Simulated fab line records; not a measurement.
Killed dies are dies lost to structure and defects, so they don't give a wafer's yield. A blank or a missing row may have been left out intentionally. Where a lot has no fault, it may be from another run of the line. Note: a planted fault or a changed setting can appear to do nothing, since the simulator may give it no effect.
fab line records ; flow gf180mcu
record: lots: 14; wafers: 42; last_day: 34
route steps=602 shown HV_LDD@222 SALICIDE@286 CONTACT@304
lots that met no fault: taken from a fault-free run of the same line
start_h: the number of hours between the record's first day and the start of the first shown wafer of the lot ; wait_h: hours since the lot's step before ; " unchanged from the row above ; L1.1+2: several wafers, shown together as one row ; - either no value or no given start ; * or withheld: withheld ; < > ~ a bound
route shown NAME@n: a module of which the file shows steps, and the number in the route of the first ; usual: mean/standard deviation taken from wafers without a fault ; same: alike in all rows ; chamber/n: place in a boat ; sites: each site's reading ; _std_site: standard deviation across them ; _edge_site: outer sites' mean less inner sites' ; radius_mm: for every site, how far away it sits from the centre of the wafer ; mask NAME#n: copy n ; behind: tool/chamber where the wafer was last shaped ; hold: what put the lot on hold/how long, in hours/how the hold closed ; device: which transistor (n, p or np) failed to switch ; end of line: tests of these same wafers at the route's end ; a step without rows: its recipe alone ; killed: dies lost to structure and defects at the first sort, not the wafer's yield ; map: dies across one wafer; x = killed, . = not, _ = none there
set.NAME: the setting the step ran with; set.NAME@STEP: the setting that earlier step ran with ; model.NAME: the simulator's own value behind a step, which no gauge read
one table for each step of the route and one row for each wafer, over a sample of lots
services: when a tool's chamber went out of use (start_h, in hours from the record's first day, below 0 if earlier), for how many hours, and the reason
== steps ==
step: GF_HV_LDD_CD_MEAS_46
recipe: target_cd_nm: 400
usual: cd_nm: 399.7/2.5
lot.wafer;tool;chamber;start_h;wait_h;cd_nm
L178.2;cd_sem-01;-;304.68;0.1;401.4
L178.3;cd_sem-01;-;304.68;0.1;402.2
L178.5;cd_sem-01;-;304.68;0.1;400.5
L179.1;cd_sem-01;-;310.06;0.1;399.9
L179.4;cd_sem-01;-;310.06;0.1;400.4
L179.6;cd_sem-01;-;310.06;0.1;399.8
L184.2;cd_sem-02;-;358.38;0.1;397.3
L184.4;cd_sem-02;-;358.38;0.1;395.0
L184.5;cd_sem-02;-;358.38;0.1;394.3
L185.4;cd_sem-01;-;360.93;0.1;401.0
L185.5;cd_sem-01;-;360.93;0.1;402.2
L185.6;cd_sem-01;-;360.93;0.1;402.5
L187.2;cd_sem-02;-;372.08;0.1;399.9
L187.3;cd_sem-02;-;372.08;0.1;400.5
L187.6;cd_sem-02;-;372.08;0.1;400.5
L188.2;cd_sem-01;-;376.55;0.1;396.7
L188.3;cd_sem-01;-;376.55;0.1;395.1
L188.4;cd_sem-01;-;376.55;0.1;395.3
L189.4;cd_sem-01;-;391.82;0.1;395.8
L189.5;cd_sem-01;-;391.82;0.1;399.1
L189.6;cd_sem-01;-;391.82;0.1;397.7
L191.1;cd_sem-01;-;407.87;0.1;396.3
L191.2;cd_sem-01;-;407.87;0.1;396.7
L191.6;cd_sem-01;-;407.87;0.1;397.0
L192.2;cd_sem-02;-;412.70;0.1;402.0
L192.4;cd_sem-02;-;412.70;0.1;401.6
L192.5;cd_sem-02;-;412.70;0.1;402.1
L193.1;cd_sem-02;-;421.43;0.1;397.0
L193.4;cd_sem-02;-;421.43;0.1;398.3
L193.5;cd_sem-02;-;421.43;0.1;397.8
L194.4;cd_sem-02;-;434.29;0.1;400.7
L194.5;cd_sem-02;-;434.29;0.1;398.2
L194.6;cd_sem-02;-;434.29;0.1;399.0
L196.4;cd_sem-01;-;443.84;0.1;400.9
L196.5;cd_sem-01;-;443.84;0.1;400.7
L196.6;cd_sem-01;-;443.84;0.1;400.5
L197.4;cd_sem-01;-;454.73;0.1;393.9
L197.5;cd_sem-01;-;454.73;0.1;396.8
L197.6;cd_sem-01;-;454.73;0.1;396.1
L198.2;cd_sem-02;-;462.59;0.1;401.2
L198.3;cd_sem-02;-;462.59;0.1;402.7
L198.4;cd_sem-02;-;462.59;0.1;403.8
step: GF_HV_LDD_IMPLANT_48
recipe: species: B; energy_kev: 25; dose_cm2: 3e+13; tilt_deg: 7
lot.wafer;tool;chamber;start_h;wait_h
L178.2+3+5;implanter-03;0;304.84;0.0
L179.1+4+6;implanter-03;0;310.22;0.0
L184.2+4+5;implanter-03;0;358.54;0.0
L185.4+5+6;implanter-02;0;361.10;0.1
L187.2+3+6;implanter-03;0;372.24;0.0
L188.2+3+4;implanter-01;0;376.71;0.0
L189.4+5+6;implanter-03;0;391.99;0.1
L191.1+2+6;implanter-01;0;408.03;0.0
L192.2+4+5;implanter-01;0;412.86;0.0
L193.1+4+5;implanter-01;0;421.59;0.0
L194.4+5+6;implanter-01;0;434.46;0.1
L196.4+5+6;implanter-01;0;444.01;0.1
L197.4+5+6;implanter-03;0;454.90;0.1
L198.2+3+4;implanter-03;0;462.75;0.0
step: GF_HV_LDD_TW_MEAS_50
usual: HV_LDD_4_TW: 568/3.4
lot.wafer;tool;chamber;start_h;wait_h;hold;HV_LDD_4_TW
L178.2;film_metro-04;-;305.08;0.1;-;566
L178.3;film_metro-04;-;305.08;0.1;-;567
L178.5;film_metro-04;-;305.08;0.1;-;567
L179.1;film_metro-04;-;310.47;0.1;-;567
L179.4;film_metro-04;-;310.47;0.1;-;566
L179.6;film_metro-04;-;310.47;0.1;-;569
L184.2;film_metro-04;-;358.78;0.1;await_dispo/0.2h/release;528
L184.4;film_metro-04;-;358.78;0.1;await_dispo/0.2h/release;527
L184.5;film_metro-04;-;358.78;0.1;await_dispo/0.2h/release;529
L184.2;film_metro-04;-;359.00;0.2;-;531
L184.4;film_metro-04;-;359.00;0.2;-;532
L184.5;film_metro-04;-;359.00;0.2;-;533
L185.4;film_metro-03;-;361.31;0.1;-;571
L185.5;film_metro-03;-;361.31;0.1;-;569
L185.6;film_metro-03;-;361.31;0.1;-;569
L187.2;film_metro-04;-;372.48;0.1;await_dispo/0.2h/release;525
L187.3;film_metro-04;-;372.48;0.1;await_dispo/0.2h/release;526
L187.6;film_metro-04;-;372.48;0.1;await_dispo/0.2h/release;529
L187.2;film_metro-04;-;372.70;0.2;-;526
L187.3;film_metro-04;-;372.70;0.2;-;526
L187.6;film_metro-04;-;372.70;0.2;-;529
L188.2;film_metro-03;-;376.95;0.1;-;569
L188.3;film_metro-03;-;376.95;0.1;-;570
L188.4;film_metro-03;-;376.95;0.1;-;570
L189.4;film_metro-04;-;392.20;0.1;await_dispo/0.2h/release;528
L189.5;film_metro-04;-;392.20;0.1;await_dispo/0.2h/release;525
L189.6;film_metro-04;-;392.20;0.1;await_dispo/0.2h/release;528
L189.4;film_metro-04;-;392.42;0.2;-;527
L189.5;film_metro-04;-;392.42;0.2;-;531
L189.6;film_metro-04;-;392.42;0.2;-;529
L191.1;film_metro-01;-;408.28;0.1;-;568
L191.2;film_metro-01;-;408.28;0.1;-;571
L191.6;film_metro-01;-;408.28;0.1;-;572
L192.2;film_metro-04;-;413.10;0.1;-;562
L192.4;film_metro-04;-;413.10;0.1;-;565
L192.5;film_metro-04;-;413.10;0.1;-;565
L193.1;film_metro-04;-;421.84;0.1;-;564
L193.4;film_metro-04;-;421.84;0.1;-;566
L193.5;film_metro-04;-;421.84;0.1;-;563
L194.4;film_metro-04;-;434.67;0.1;-;563
L194.5;film_metro-04;-;434.67;0.1;-;569
L194.6;film_metro-04;-;434.67;0.1;-;568
L196.4;film_metro-03;-;444.22;0.1;-;578
L196.5;film_metro-03;-;444.22;0.1;-;573
L196.6;film_metro-03;-;444.22;0.1;-;573
L197.4;film_metro-04;-;455.11;0.1;-;565
L197.5;film_metro-04;-;455.11;0.1;-;567
L197.6;film_metro-04;-;455.11;0.1;-;566
L198.2;film_metro-01;-;462.98;0.1;-;570
L198.3;film_metro-01;-;462.98;0.1;-;570
L198.4;film_metro-01;-;462.98;0.1;-;572
step: GF_SALICIDE_RTA_08
recipe: temp_c: 800; time_s: 30; ambient: N2
usual: chamber_o2_ppm: 2.000/0.024; lamp_power_pct: 16.8/1.5; wafer_temp_C_max: 803.2/0.68
lot.wafer;tool;chamber;start_h;wait_h;chamber_o2_ppm;lamp_power_pct;wafer_temp_C_max
L178.2;rtp_anneal-02;0;375.40;0.0;2.000;15.2;802.0
L178.3;rtp_anneal-02;0;375.40;0.0;2.041;15.2;803.4
L178.5;rtp_anneal-02;0;375.40;0.0;2.022;15.2;803.6
L179.1;rtp_anneal-02;0;380.49;0.0;1.992;15.2;803.7
L179.4;rtp_anneal-02;0;380.49;0.0;1.972;15.2;803.0
L179.6;rtp_anneal-02;0;380.49;0.0;1.962;15.2;802.9
L184.2;rtp_anneal-01;0;434.26;0.0;1.981;18.2;803.5
L184.4;rtp_anneal-01;0;434.26;0.0;2.034;18.2;803.8
L184.5;rtp_anneal-01;0;434.26;0.0;2.023;18.2;803.6
L185.4;rtp_anneal-02;0;436.90;0.1;1.985;15.2;802.5
L185.5;rtp_anneal-02;0;436.90;0.1;1.990;15.2;803.2
L185.6;rtp_anneal-02;0;436.90;0.1;1.974;15.2;803.3
L187.2;rtp_anneal-01;0;448.94;0.0;2.015;18.2;804.6
L187.3;rtp_anneal-01;0;448.94;0.0;2.035;18.2;802.6
L187.6;rtp_anneal-01;0;448.94;0.0;1.980;18.2;803.4
L188.2;rtp_anneal-01;0;452.74;0.0;2.020;18.2;803.6
L188.3;rtp_anneal-01;0;452.74;0.0;1.980;18.2;803.1
L188.4;rtp_anneal-01;0;452.74;0.0;2.021;18.2;803.3
L189.4;rtp_anneal-02;0;468.88;0.1;1.953;15.1;802.9
L189.5;rtp_anneal-02;0;468.88;0.1;1.991;15.2;803.7
L189.6;rtp_anneal-02;0;468.88;0.1;2.000;15.2;803.4
L191.1;rtp_anneal-02;0;485.88;0.0;1.997;15.2;803.6
L191.2;rtp_anneal-02;0;485.88;0.0;1.970;15.2;803.5
L191.6;rtp_anneal-02;0;485.88;0.0;2.012;15.2;802.0
L192.2;rtp_anneal-02;0;491.00;0.0;2.008;15.2;802.5
L192.4;rtp_anneal-02;0;491.00;0.0;1.992;15.2;803.4
L192.5;rtp_anneal-02;0;491.00;0.0;2.011;15.2;803.0
L193.1;rtp_anneal-02;0;499.68;0.0;2.011;15.2;802.3
L193.4;rtp_anneal-02;0;499.68;0.0;1.953;15.2;803.6
L193.5;rtp_anneal-02;0;499.68;0.0;1.978;15.2;802.6
L194.4;rtp_anneal-01;0;512.06;0.1;2.025;18.2;803.7
L194.5;rtp_anneal-01;0;512.06;0.1;1.992;18.2;802.3
L194.6;rtp_anneal-01;0;512.06;0.1;2.030;18.2;803.2
L196.4;rtp_anneal-01;0;521.92;0.1;2.007;18.2;802.9
L196.5;rtp_anneal-01;0;521.92;0.1;2.063;18.2;802.6
L196.6;rtp_anneal-01;0;521.92;0.1;2.009;18.3;804.0
L197.4;rtp_anneal-02;0;530.83;0.1;1.968;15.2;802.5
L197.5;rtp_anneal-02;0;530.83;0.1;1.974;15.2;803.8
L197.6;rtp_anneal-02;0;530.83;0.1;2.017;15.2;802.8
L198.2;rtp_anneal-02;0;538.05;0.0;1.996;15.2;802.8
L198.3;rtp_anneal-02;0;538.05;0.0;2.034;15.2;803.1
L198.4;rtp_anneal-02;0;538.05;0.0;2.014;15.2;802.6
step: GF_CONTACT_ETCH_17
recipe: chemistry: C4F8/O2/Ar; mask_material: KrF; target: SiO2; stop_on: CoSi2; source_w: 1500; bias_w: 1200; pressure_mtorr: 40; c4f8_flow_sccm: withheld; O2_flow_sccm: 6; Ar_flow_sccm: 300; time_s: withheld; target_depth_a: 8600
usual: oes_product_au: 0.814/0.0047
lot.wafer;tool;chamber;start_h;wait_h;oes_product_au
L178.2;rie_diel-01;1;-;-;0.818
L178.3;rie_diel-01;3;-;-;0.797
L178.5;rie_diel-01;1;-;-;0.820
L179.1;rie_diel-02;2;-;-;0.814
L179.4;rie_diel-02;0;-;-;0.816
L179.6;rie_diel-02;1;-;-;0.812
L184.2;rie_diel-03;3;-;-;0.814
L184.4;rie_diel-03;2;-;-;0.814
L184.5;rie_diel-03;3;-;-;0.811
L185.4;rie_diel-01;1;-;-;0.809
L185.5;rie_diel-01;1;-;-;0.814
L185.6;rie_diel-01;2;-;-;0.808
L187.2;rie_diel-03;3;-;-;0.813
L187.3;rie_diel-03;1;-;-;0.809
L187.6;rie_diel-03;1;-;-;0.815
L188.2;rie_diel-03;0;-;-;0.814
L188.3;rie_diel-03;1;-;-;0.816
L188.4;rie_diel-03;3;-;-;0.809
L189.4;rie_diel-01;3;-;-;0.812
L189.5;rie_diel-01;1;-;-;0.812
L189.6;rie_diel-01;0;-;-;0.818
L191.1;rie_diel-03;2;-;-;0.814
L191.2;rie_diel-03;1;-;-;0.818
L191.6;rie_diel-03;0;-;-;0.817
L192.2;rie_diel-03;3;-;-;0.818
L192.4;rie_diel-03;2;-;-;0.817
L192.5;rie_diel-03;1;-;-;0.811
L193.1;rie_diel-01;0;-;-;0.812
L193.4;rie_diel-01;1;-;-;0.818
L193.5;rie_diel-01;2;-;-;0.816
L194.4;rie_diel-01;1;-;-;0.816
L194.5;rie_diel-01;1;-;-;0.815
L194.6;rie_diel-01;2;-;-;0.816
L196.4;rie_diel-01;3;-;-;0.815
L196.5;rie_diel-01;1;-;-;0.809
L196.6;rie_diel-01;2;-;-;0.814
L197.4;rie_diel-02;2;-;-;0.811
L197.5;rie_diel-02;3;-;-;0.812
L197.6;rie_diel-02;1;-;-;0.819
L198.2;rie_diel-03;1;-;-;0.813
L198.3;rie_diel-03;3;-;-;0.816
L198.4;rie_diel-03;0;-;-;0.817
== services ==
tool;chamber;start_h;hours;kind
rtp_anneal-01;-;295.45;1.1;pm
implanter-02;-;301.62;4.1;repair
rie_diel-02;0;307.59;2.2;repair
rie_diel-01;1;307.96;-;clean
rie_diel-01;1;307.96;19.5;scheduled_down
rie_diel-03;3;308.15;11.7;repair
rie_diel-01;3;314.82;9.5;repair
rie_diel-01;-;324.36;0.3;repair
rie_diel-01;-;338.07;1.5;repair
implanter-02;-;348.87;4.1;repair
rie_diel-02;0;377.98;9.8;repair
rie_diel-01;0;386.63;6.3;repair
rie_diel-02;-;420.97;0.1;repair
implanter-03;-;430.01;3.9;pm
implanter-01;-;448.43;1.4;repair
rie_diel-01;0;453.06;8.6;repair
implanter-01;-;463.61;5.3;pm
rie_diel-02;-;482.94;4.3;pm
rie_diel-01;-;502.03;15.6;pm
rie_diel-03;3;522.27;4.9;repair
rie_diel-01;3;547.01;1.5;repair
rie_diel-01;2;550.86;5.7;repair
implanter-03;-;552.13;4.4;pm
rie_diel-03;-;555.55;2.8;pm
== key ==
first_sign: step: GF_HV_LDD_TW_MEAS_50; reading: visit; direction: added
effect: step: GF_HV_LDD_TW_MEAS_50; reading: HV_LDD_4_TW; direction: down; sigmas: 12; usual: 568; struck: 527
met_at GF_HV_LDD_IMPLANT_48
struck_lots L184,L187,L189
tester_left_out L184,L187,L189
not_acting_at GF_HV_LDD_CD_MEAS_46,GF_SALICIDE_RTA_08,GF_CONTACT_ETCH_17
onset_between 310.22 358.54
fault: kind: process_parameter_drift; tool: implanter-03; chamber: -; onset_h: 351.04; steps: GF_HV_LDD_IMPLANT_48; channel: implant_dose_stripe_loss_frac; offset: 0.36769; shape: step; end_h: 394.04
tester_left_out: of these lots the tester's yield and bins aren't shown, on N5 and GAA mostly nor the transistor test; their killed dies are dies lost to structure and defects alone, not to doping, threshold or leakage, so they don't give the yield
